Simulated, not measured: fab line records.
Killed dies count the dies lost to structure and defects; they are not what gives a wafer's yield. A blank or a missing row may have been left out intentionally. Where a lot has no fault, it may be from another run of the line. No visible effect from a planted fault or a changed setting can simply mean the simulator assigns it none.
Problem report, 8D (eight disciplines) form, completed by code    flow sky130    the parts of the form that need people (team, actions taken, sign-off) are left out

1. THE ISSUE
CAP2M_TIN_RS at SKY_CAP2M_RS_MEAS_03 reads a mean of 7.60 ohm/sq on 1 wafer of 1 lot; wafers without a fault read 6.89 ohm/sq with a standard deviation of 0.096. Relative to the usual mean, that is a shift of +7.4 standard deviations.
The step: measures by four-point-probe.
Seen first at day 45 16:44 on film-metro-02, wafer L674.4. The record holds 27 wafers of 9 lots with a number at this step. The rule behind "out" and "out of limits": a value lying over 4 standard deviations away from the usual mean. Any other wafer with a number is counted as sound.

2. WHAT IT IS; WHAT IT IS NOT
question                     is                 is not
which readings at this step  CAP2M_TIN_RS       -
which lots                   L674               L654, L657, L661, L662, L665, L667, L668, L671
which wafers of those lots   L674.4             L674.3, L674.5
read on which gauges         film-metro-02      film-metro-01, film-metro-03
when                         from day 45 16:44  up to then (26 sound wafers)

3. THE SUSPECTS, EACH WITH WHAT RULES IT OUT
Counting: a tool at a process step up to the reading stays a suspect if it ran every lot that is out. Sound lots after the first of them don't rule it out here, since some wafers of a struck lot are sound.
- the gauge at SKY_CAP2M_RS_MEAS_03: ruled out. All the wafers that are out were read on film-metro-02, but those of them that SKY_CAP2M_SPUTTER_02 has rows for are out there too, on other tools.
- plasma-asher-04 at SKY_VIA3_STRIP_16 (strips in O2/N2): kept. It processed L674, the lot that is out, at day 45 14:57, and its most recent sound lot before then was L661 at day 41 17:53.
- pvd-sputter-04 at SKY_CAP2M_SPUTTER_02 (material TiN, target thk 200 nm, time 166.7 s): kept. It processed L674, the lot that is out, at day 45 16:36, and its most recent sound lot before then was L667 at day 43 15:53. Its own readings are out on those wafers: chamber-pressure-pa, throttle-valve-pct.
- Within plasma-asher-04 at SKY_VIA3_STRIP_16: the wafers that are out ran in chamber 1; their sound lot-mates ran in chamber 0.
Remaining after the count are plasma-asher-04 at SKY_VIA3_STRIP_16 and pvd-sputter-04 at SKY_CAP2M_SPUTTER_02.

4. THE CAUSE (what the simulator had put in)
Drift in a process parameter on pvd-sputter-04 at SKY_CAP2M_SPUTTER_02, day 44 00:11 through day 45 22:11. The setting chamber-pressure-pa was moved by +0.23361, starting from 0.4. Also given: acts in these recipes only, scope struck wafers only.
Counting leaves 2 suspects; this tool is one of them.

5. SEQUENCE OF EFFECTS, ordered by route
One row per reading whose mean, taken over the struck wafers that have a number, lies over 3 standard deviations from the usual. Readings are gone through only where the record gives a usual standard deviation; hours: the median, over the lots, of the time from a lot's start at the first step in this table giving one to that lot's start at this step; sigmas: the change measured in usual standard deviations.
hours  step                     reading              usual        on struck wafers  change   sigmas
0      SKY_CAP2M_SPUTTER_02     chamber-pressure-pa  0.4001 Pa    0.6332            +0.2331  +99 or more
0      SKY_CAP2M_SPUTTER_02     throttle-valve-pct   29.7 %       22.8              -6.9     -9.3
0      SKY_CAP2M_RS_MEAS_03     CAP2M_TIN_RS         6.89 ohm/sq  7.60              +0.71    +7.4
0      SKY_CAP2M_THK_MEAS_04    CAP2M_TIN_THK        202.0 nm     183.8             -18.2    -6.7
21     SKY_CAP2M_METAL_ETCH_13  oes-product-au       0.943 a.u.   0.899             -0.044   -5.0
21     SKY_CAP2M_METAL_ETCH_13  throttle-valve-pct   21.901 %     21.952            +0.051   +4.6
Process steps it contains:
- SKY_CAP2M_SPUTTER_02: material TiN, target thk 200 nm, time 166.7 s.
- SKY_CAP2M_METAL_ETCH_13: etches TiN in Cl2/BCl3, stops on SiO2, target depth 220 nm, time 62.9 s.

6. HOW IT WOULD HAVE BEEN CAUGHT EARLIER
The first out-of-limits reading at a measuring or inspecting step in this record came at day 45 16:44, 41 hours after the fault's start at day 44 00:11.
The tool's own readings at SKY_CAP2M_SPUTTER_02 were out on every struck wafer that the step has a row for (chamber-pressure-pa, throttle-valve-pct): an alarm limit on them would have fired on the first of those.
Lots out: 1; all had begun SKY_CAP2M_SPUTTER_02 on pvd-sputter-04 by day 45 16:44. Had the tool been put on hold then, not one of them would have been saved.
